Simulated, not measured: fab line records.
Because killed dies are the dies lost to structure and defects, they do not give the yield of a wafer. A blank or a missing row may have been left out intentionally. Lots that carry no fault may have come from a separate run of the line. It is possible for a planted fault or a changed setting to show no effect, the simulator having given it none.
Chamber matching | flow sky130 | SKY_FIELD_ISO_ETCH_15 on rie diel-04 has 4 sister chambers
The step etches the open film in CHF3/O2, stops on Si, target depth 180 nm, time 72 s. 14 wafers are shown with their chamber, then 7 later ones without.

## EACH WAFER AND ITS CHAMBER
wafer  | chamber | drypump motor current A (A) | oes product au (a.u.) | throttle valve pct (%)
L996.2 | 0       | 5.1                         | 0.942                 | 8.841
L996.4 | 1       | 5.5                         | 0.943                 | 8.844
L996.5 | 3       | 4.9                         | 0.946                 | 8.846
L998.2 | 2       | 6.3                         | 0.934                 | 8.849
L998.3 | 0       | 5.0                         | 0.946                 | 8.856
L998.4 | 3       | 4.9                         | 0.944                 | 8.842
L999.2 | 0       | 5.0                         | 0.941                 | 8.843
L999.3 | 3       | 4.9                         | 0.944                 | 8.820
L999.6 | 0       | 5.0                         | 0.943                 | 8.837
L105.1 | 1       | 5.5                         | 0.944                 | 8.827
L105.3 | 3       | 4.9                         | 0.929                 | 8.839
L105.6 | 3       | 4.9                         | 0.940                 | 8.842
L110.1 | 1       | 5.6                         | 0.940                 | 8.845
L110.2 | 3       | 4.9                         | 0.939                 | 8.827

SIGNATURES (means of the wafers above)
reading                 | chamber 0 | chamber 1 | chamber 2 | chamber 3 | scatter within a chamber
drypump motor current A | 5.025     | 5.533     | 6.300     | 4.900     | 0.0376
oes product au          | 0.94300   | 0.94233   | 0.93400   | 0.94033   | 0.0046
throttle valve pct      | 8.84425   | 8.83867   | 8.84900   | 8.83600   | 0.00962
Rule: a wafer's distance from a chamber is the root of the sum, over the readings, of the square of ((its reading less the chamber's mean) divided by the reading's scatter). The wafer belongs to the nearest chamber; if the next one is less than 2 further off, it can't be placed. The scatter: take each reading less its chamber's mean, square it, sum over the shown wafers, divide by the number of wafers less the number of chambers, and take the root.

## WAFERS WHOSE CHAMBER IS MISSING
wafer  | drypump motor current A (A) | oes product au (a.u.) | throttle valve pct (%)
L110.5 | 5.5                         | 0.937                 | 8.851
L115.2 | 5.5                         | 0.951                 | 8.838
L115.5 | 4.9                         | 0.952                 | 8.853
L115.6 | 5.1                         | 0.939                 | 8.848
L116.2 | 6.3                         | 0.951                 | 8.833
L116.4 | 5.6                         | 0.950                 | 8.842
L116.5 | 4.9                         | 0.947                 | 8.853

## EACH ONE'S CHAMBER
wafer  | from the rows above     | in truth
L110.5 | 1                       | 1
L115.2 | 1                       | 1
L115.5 | can't be placed: 3 or 0 | 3
L115.6 | 0                       | 0
L116.2 | 2                       | 2
L116.4 | 1                       | 1
L116.5 | can't be placed: 3 or 0 | 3
Correctly placed: 5 of 7. Cannot be placed on the basis of these rows: 2; the candidates contain the true chamber in 2. Placed wrongly: 0.
